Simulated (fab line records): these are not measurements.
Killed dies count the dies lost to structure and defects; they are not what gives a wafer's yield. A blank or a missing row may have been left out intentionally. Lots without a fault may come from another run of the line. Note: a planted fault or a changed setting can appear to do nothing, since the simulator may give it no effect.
Which tool is to blame?    flow gf180mcu    7 lots, 21 wafers sampled, at 3 steps of a route of 602

## WHAT THE GAUGES READ, wafer by wafer
GF_VT_IMPLANT_RS_MEAS_47: uses a four-point probe to measure.
lot   measured      on             NWELL_RS (ohm/sq)
L738  day 7 20:24   film_metro-02  487.0 486.1 486.1
L740  day 8 10:41   film_metro-04  472.8 473.6 474.0
L743  day 9 05:34   film_metro-04  474.4 474.7 474.9
L751  day 11 12:49  film_metro-04  487.5 486.8 487.9
L753  day 12 03:38  film_metro-02  487.0 487.4 486.4
L758  day 13 12:51  film_metro-04  487.0 487.8 487.1
L760  day 13 23:40  film_metro-04  488.7 490.9 488.4

## WHICH TOOL RAN EACH LOT (tool, then ch and the chambers of the sampled wafers, then the start)
lot   GF_NWELL_IMPLANT_09             GF_VT_IMPLANT_RTA_45
L738  implanter-02 ch 0, day 3 13:04  rtp_anneal-01 ch 0, day 7 20:11
L740  implanter-02 ch 0, day 4 00:37  rtp_anneal-02 ch 0, day 8 10:28
L743  implanter-02 ch 0, day 4 15:20  rtp_anneal-01 ch 0, day 9 05:21
L751  implanter-03 ch 0, day 6 13:08  rtp_anneal-01 ch 0, day 11 12:35
L753  implanter-03 ch 0, day 6 23:36  rtp_anneal-02 ch 0, day 12 03:25
L758  implanter-04 ch 0, day 8 02:58  rtp_anneal-01 ch 0, day 13 12:38
L760  implanter-02 ch 0, day 8 13:05  rtp_anneal-01 ch 0, day 13 23:26
- GF_NWELL_IMPLANT_09
- GF_VT_IMPLANT_RTA_45: time 30 s.

## THE ANSWER, worked out from the rows above alone
Rule: the lots themselves supply what counts as usual. The widest of any qualifying gaps counts: lots, ordered by their means at a reading, are off when they make up no more than a third of the lots, leave a main group of 4 or more, and stand apart from it by 3 or more times the standard deviation of that group's means. The tables above print the reading to a certain number of digits; a main group whose means all agree to those digits is not used. Also off: a lot with no number at a reading for which 4 or more lots have one. Where the step has rows for the other lots, those lots are counted as sound.
Off: L740, L743, at GF_VT_IMPLANT_RS_MEAS_47 (NWELL_RS). For the main group the mean is 487.5 ohm/sq and the standard deviation 0.99.
If a tool, at a process step before that reading, ran all the lots that are off and no sound lot after the first of them, it fits. Gauges at GF_VT_IMPLANT_RS_MEAS_47: tried the same way as those tools. None of those tried fits.

## WHAT WAS PUT IN BY THE SIMULATOR
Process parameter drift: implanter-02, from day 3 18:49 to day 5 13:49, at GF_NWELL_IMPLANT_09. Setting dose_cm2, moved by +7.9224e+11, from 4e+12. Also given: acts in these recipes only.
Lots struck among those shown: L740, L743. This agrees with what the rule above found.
